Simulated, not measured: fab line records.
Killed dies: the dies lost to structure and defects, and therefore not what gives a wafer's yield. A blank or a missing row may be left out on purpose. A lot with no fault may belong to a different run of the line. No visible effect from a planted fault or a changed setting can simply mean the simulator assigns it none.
8D (eight disciplines) problem report, filled in by code	flow gf180mcu	the parts of the form that need people (team, actions taken, sign-off) are left out

## 1. WHAT IS WRONG
SAB_CVD_00_THK at GF_SAB_THK_MEAS_01 reads a mean of 30.4 nm on 1 wafer of 1 lot; wafers without a fault read 50.0 nm with a standard deviation of 0.68. Relative to the usual mean, that is a shift of -29 standard deviations.
The first sign was on wafer L721.5 at day 20 12:22, on filmMetro-04. At this step, 38 wafers from 13 lots have a number in the record. The rule behind "out" and "out of limits": a value lying over 4 standard deviations away from the usual mean. The other wafers with a number count as sound.

## 2. WHAT IT IS, AND WHAT IT ISN'T
question	is	is not
which readings at this step	SAB_CVD_00_THK	-
which lots	L721	L705, L706, L707, L708, L709, L710, L712, L713, L715, L722, L726, L727
which wafers of those lots	L721.5	L721.4
read on which gauges	filmMetro-04	filmMetro-02, filmMetro-03
when	from day 20 12:22	up to then (28 sound wafers); but 9 sound wafers of L722, L726, L727 came after

## 3. THE SUSPECTS, EACH WITH WHAT RULES IT OUT
Counting: if a tool at a process step up to the reading ran every lot that is out, it stays a suspect. Sound lots after the first of them don't rule it out here, since some wafers of a struck lot are sound.
- the gauge at GF_SAB_THK_MEAS_01: kept. All the wafers that are out were read on filmMetro-04, and no step on other tools shows them out.
- plasmaAsher-02 at GF_HV_LDD_STRIP_37 (strips in O2/N2): kept. The lot that is out, L721, ran on it at day 17 08:43; the last sound lot it ran before that was L710, at day 13 17:34.
- pecvd-03 at GF_SAB_CVD_00 (deposits SiO2 from TEOS, target thk 50 nm, time 4.9302 s): kept. The lot that is out, L721, ran on it at day 20 12:20; the last sound lot it ran before that was L710, at day 16 14:22.
- Within plasmaAsher-02 at GF_HV_LDD_STRIP_37, the wafers that are out were processed in chamber 0 and their sound lot-mates in chamber 1.
- Within pecvd-03 at GF_SAB_CVD_00, the wafers that are out were processed in chamber 1 and their sound lot-mates in chamber 0.
After the count, these remain: plasmaAsher-02 at GF_HV_LDD_STRIP_37, pecvd-03 at GF_SAB_CVD_00 and filmMetro-04 at GF_SAB_THK_MEAS_01.

## 4. THE CAUSE (what the simulator had put in)
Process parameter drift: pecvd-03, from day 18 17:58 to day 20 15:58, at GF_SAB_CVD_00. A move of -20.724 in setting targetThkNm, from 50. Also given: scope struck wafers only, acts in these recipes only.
After counting, 3 suspects remain, this tool included.

## 5. THE EFFECT CHAIN, in route order
Each row: a reading whose mean over the struck wafers that have a number lies more than 3 standard deviations from the usual. Only readings for which the record gives a usual standard deviation are gone through. hours: the time from each lot's start at the first step in this table that gives one to its start at this step, as a median over the lots. sigmas: the change in usual standard deviations.
hours	step	reading	usual	on struck wafers	change	sigmas
0	GF_SAB_THK_MEAS_01	SAB_CVD_00_THK	50.0 nm	30.4	-19.6	-29

## 6. WHAT WOULD HAVE CAUGHT IT SOONER
42 hours passed between the start of the fault at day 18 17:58 and the first reading out of limits at a measuring or inspecting step in this record, taken at day 20 12:22.
No tool reading at GF_SAB_CVD_00 that has a usual standard deviation in the record was out on any struck wafer, so an alarm limit of 4 standard deviations on those readings would not have fired.
By day 20 12:22, every lot that is out (1) had started GF_SAB_CVD_00 on pecvd-03. Holding the tool at that point would not have protected any of them.
